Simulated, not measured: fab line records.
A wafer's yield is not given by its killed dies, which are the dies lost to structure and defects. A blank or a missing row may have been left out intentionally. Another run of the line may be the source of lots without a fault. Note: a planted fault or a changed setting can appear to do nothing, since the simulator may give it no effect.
Matching of chambers || flow sky130 || SKY_CAP2M_CVD_00 on pecvd-03 has 3 sister chambers
The step deposits SiO2, target thk 15.5 nm. 22 wafers are shown with their chamber, then 11 later ones without.

WAFERS WITH THEIR CHAMBER
{"wafer": "L074.2", "chamber": 2, "heaterPowerW (W)": 752}
{"wafer": "L074.5", "chamber": 2, "heaterPowerW (W)": 746}
{"wafer": "L074.6", "chamber": 1, "heaterPowerW (W)": 723}
{"wafer": "L077.2", "chamber": 0, "heaterPowerW (W)": 663}
{"wafer": "L077.4", "chamber": 2, "heaterPowerW (W)": 790}
{"wafer": "L077.5", "chamber": 0, "heaterPowerW (W)": 662}
{"wafer": "L078.1", "chamber": 2, "heaterPowerW (W)": 684}
{"wafer": "L078.2", "chamber": 0, "heaterPowerW (W)": 673}
{"wafer": "L078.3", "chamber": 1, "heaterPowerW (W)": 633}
{"wafer": "L078.4", "chamber": 0, "heaterPowerW (W)": 686}
{"wafer": "L078.5", "chamber": 1, "heaterPowerW (W)": 646}
{"wafer": "L078.6", "chamber": 2, "heaterPowerW (W)": 688}
{"wafer": "L081.1", "chamber": 0, "heaterPowerW (W)": 661}
{"wafer": "L081.3", "chamber": 2, "heaterPowerW (W)": 632}
{"wafer": "L081.4", "chamber": 1, "heaterPowerW (W)": 690}
{"wafer": "L082.1", "chamber": 0, "heaterPowerW (W)": 786}
{"wafer": "L082.5", "chamber": 2, "heaterPowerW (W)": 738}
{"wafer": "L082.6", "chamber": 1, "heaterPowerW (W)": 605}
{"wafer": "L083.2", "chamber": 2, "heaterPowerW (W)": 767}
{"wafer": "L083.5", "chamber": 0, "heaterPowerW (W)": 802}
{"wafer": "L083.6", "chamber": 2, "heaterPowerW (W)": 778}
{"wafer": "L089.2", "chamber": 0, "heaterPowerW (W)": 726}

SIGNATURES, as means of the wafers listed above
{"reading": "heaterPowerW", "chamber 0": 707.38, "chamber 1": 659.40, "chamber 2": 730.56, "scatter within a chamber": 53.2}
Rule: distance of a wafer from a chamber = root of the sum over the readings of ((wafer's reading minus chamber's mean) / reading's scatter) squared. If the next closest chamber is less than 2 further off than the closest, the wafer can't be placed; otherwise it belongs to the closest. The scatter: the root of (the sum of the squares of (reading less its chamber's mean) over the shown wafers, divided by (wafers less chambers)).

WAFERS WHOSE CHAMBER IS MISSING
{"wafer": "L089.3", "heaterPowerW (W)": 722}
{"wafer": "L089.4", "heaterPowerW (W)": 683}
{"wafer": "L090.2", "heaterPowerW (W)": 732}
{"wafer": "L090.3", "heaterPowerW (W)": 707}
{"wafer": "L090.4", "heaterPowerW (W)": 723}
{"wafer": "L094.2", "heaterPowerW (W)": 697}
{"wafer": "L094.3", "heaterPowerW (W)": 711}
{"wafer": "L094.6", "heaterPowerW (W)": 715}
{"wafer": "L096.4", "heaterPowerW (W)": 738}
{"wafer": "L096.5", "heaterPowerW (W)": 752}
{"wafer": "L096.6", "heaterPowerW (W)": 631}

WHICH CHAMBER EACH WENT THROUGH
{"wafer": "L089.3", "from the rows above": "can't be placed: 2 or 0 or 1", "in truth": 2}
{"wafer": "L089.4", "from the rows above": "can't be placed: 1 or 0 or 2", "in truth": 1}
{"wafer": "L090.2", "from the rows above": "can't be placed: 2 or 0 or 1", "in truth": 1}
{"wafer": "L090.3", "from the rows above": "can't be placed: 0 or 2 or 1", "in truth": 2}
{"wafer": "L090.4", "from the rows above": "can't be placed: 2 or 0 or 1", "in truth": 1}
{"wafer": "L094.2", "from the rows above": "can't be placed: 0 or 2 or 1", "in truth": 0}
{"wafer": "L094.3", "from the rows above": "can't be placed: 0 or 2 or 1", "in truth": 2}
{"wafer": "L094.6", "from the rows above": "can't be placed: 0 or 2 or 1", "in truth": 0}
{"wafer": "L096.4", "from the rows above": "can't be placed: 2 or 0 or 1", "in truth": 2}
{"wafer": "L096.5", "from the rows above": "can't be placed: 2 or 0 or 1", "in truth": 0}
{"wafer": "L096.6", "from the rows above": "can't be placed: 1 or 0 or 2", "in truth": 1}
Correctly placed: 0 of 11. Cannot be placed on the basis of these rows: 11; the candidates contain the true chamber in 11. Placed wrongly: 0.
